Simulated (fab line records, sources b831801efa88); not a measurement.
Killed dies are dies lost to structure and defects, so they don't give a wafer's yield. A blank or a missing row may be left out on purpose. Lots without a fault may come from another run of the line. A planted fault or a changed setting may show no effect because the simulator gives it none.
A struck lot beside a sound one | flow sky130 | 15 steps out of a route of 708
Sound: wafers L586.1, L586.4, L586.5. Struck: wafers L593.1, L593.2, L593.4. The cause comes at the end.
At each step with rows: each side's tool, then ch and its chambers, then its first start. Under that, the readings that differ: sound wafers | struck wafers | difference of the means | sigmas: that difference in standard deviations of wafers without a fault.
alike: readings whose means differ by less than 2 such deviations, and words and numbers that are the same on both sides. not compared: withheld readings, readings that some wafer has no value for, bounds like >300 that may hide the same value, and numbers for which the record gives no deviation and whose values overlap.
The two part at a step that has a row with sigmas, a row that says differs or no value, or rows on one side only. Numbers that don't overlap but have no deviation are shown without sigmas and don't part them. A reading that every wafer of one side lacks parts them only if that side has two wafers or more.

first, 7 steps without rows for these wafers: SKY_METAL3_HMDS_06 (prime time 60 s); SKY_METAL3_COAT_07 (resist thk 60 nm); SKY_METAL3_COAT_08 (resist thk 1140 nm); SKY_METAL3_SOFTBAKE_09 (time 90 s); SKY_METAL3_EXPOSE_10 (exposes mask MM3, target cd 300 nm); SKY_METAL3_PEB_11; SKY_METAL3_DEVELOP_12 (develop time 60 s).
SKY_METAL3_CD_MEAS_13: target cd 300 nm.
  sound on cd_sem-02, day 40 10:49; struck on cd_sem-01, day 42 07:37
  alike: cd_nm
SKY_METAL3_OVL_MEAS_14:
  sound on overlay-01, day 40 10:56; struck on overlay-01, day 42 07:44
  alike: METAL3_OVL
SKY_METAL3_DESCUM_15: chemistry O2, time 8 s.
  sound on rie_metal-03 ch 0,1, day 40 10:58; struck on rie_metal-03 ch 0,1, day 42 07:46
  alike: chamber_pressure_mTorr, drypump_motor_current_A, oes_product_au
  not compared: rf_hours_counter_h
SKY_METAL3_ETCH_16: etches BARC in N2/H2, stops on SiO2, time 88.2 s, target depth 60 nm.
  sound on rie_metal-03 ch 0,1, day 40 10:59; struck on rie_metal-03 ch 0,1, day 42 07:48
  alike: chamber_pressure_mTorr, drypump_motor_current_A, n2_flow_sccm, oes_product_au, throttle_valve_pct
  not compared: rf_hours_counter_h
SKY_METAL3_ETCH_17: etches SiO2 in C4F8/O2/Ar, stops on TiN, time 3.9 s, target depth 15 nm.
  sound on rie_diel-02 ch 0,3, day 40 11:05; struck on rie_diel-02 ch 0,2,3, day 42 07:54
  alike: chamber_pressure_mTorr, oes_product_au
  not compared: rf_hours_counter_h
SKY_METAL3_METAL_ETCH_18: etches the open film in Cl2/BCl3, stops on SiO2, target depth 845 nm, time 183.1 s.
  sound on rie_metal-04 ch 0,1, day 40 11:07; struck on rie_metal-04 ch 0,1, day 42 07:55
  reading                                       | sound              | struck               | difference | sigmas
  chamber_pressure_mTorr (mTorr)                | 9.999 9.992 10.008 | 12.003 11.996 12.011 | +2.004     | +99 or more
  model.KrF-thick_of_METAL3_COAT_08.thk_nm (nm) | 537.6 538.9 532    | 513.3 522.6 511.1    | -20.5      |
  alike: drypump_motor_current_A, oes_product_au, throttle_valve_pct
  not compared: rf_hours_counter_h
SKY_METAL3_STRIP_19: strips in O2/N2.
  sound on plasma_asher-04 ch 0,1, day 40 11:17; struck on plasma_asher-01 ch 0,1, day 42 08:06
  reading                      | sound             | struck            | difference | sigmas
  oes_product_au (a.u.)        | 0.506 0.511 0.502 | 0.494 0.498 0.494 | -0.011     | -2
  strip_time_to_endpoint_s (s) | 6.65 6.64 6.58    | 6.40 6.50 6.38    | -0.20      | -3
  alike: chamber_pressure_mTorr, drypump_motor_current_A, n2_flow_sccm, o2_flow_sccm
  not compared: rf_hours_counter_h
-- the record jumps here: 7 days lie between the struck wafers' starts before and after (it left off in module METAL3 and takes up again in module PAD_OPEN, whose first step shown is number 708 of the route) --
SKY_PAD_OPEN_PROBE_99:
  the record has rows for the struck wafers here (prober-01, day 48 21:29) and none for the sound ones

WHERE THEY PART
First at SKY_METAL3_METAL_ETCH_18; last, within this record, at SKY_PAD_OPEN_PROBE_99.

WHY: what the simulator had put in
Process parameter drift: rie_metal-04, from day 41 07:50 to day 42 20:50, at SKY_METAL3_METAL_ETCH_18. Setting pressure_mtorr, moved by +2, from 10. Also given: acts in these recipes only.
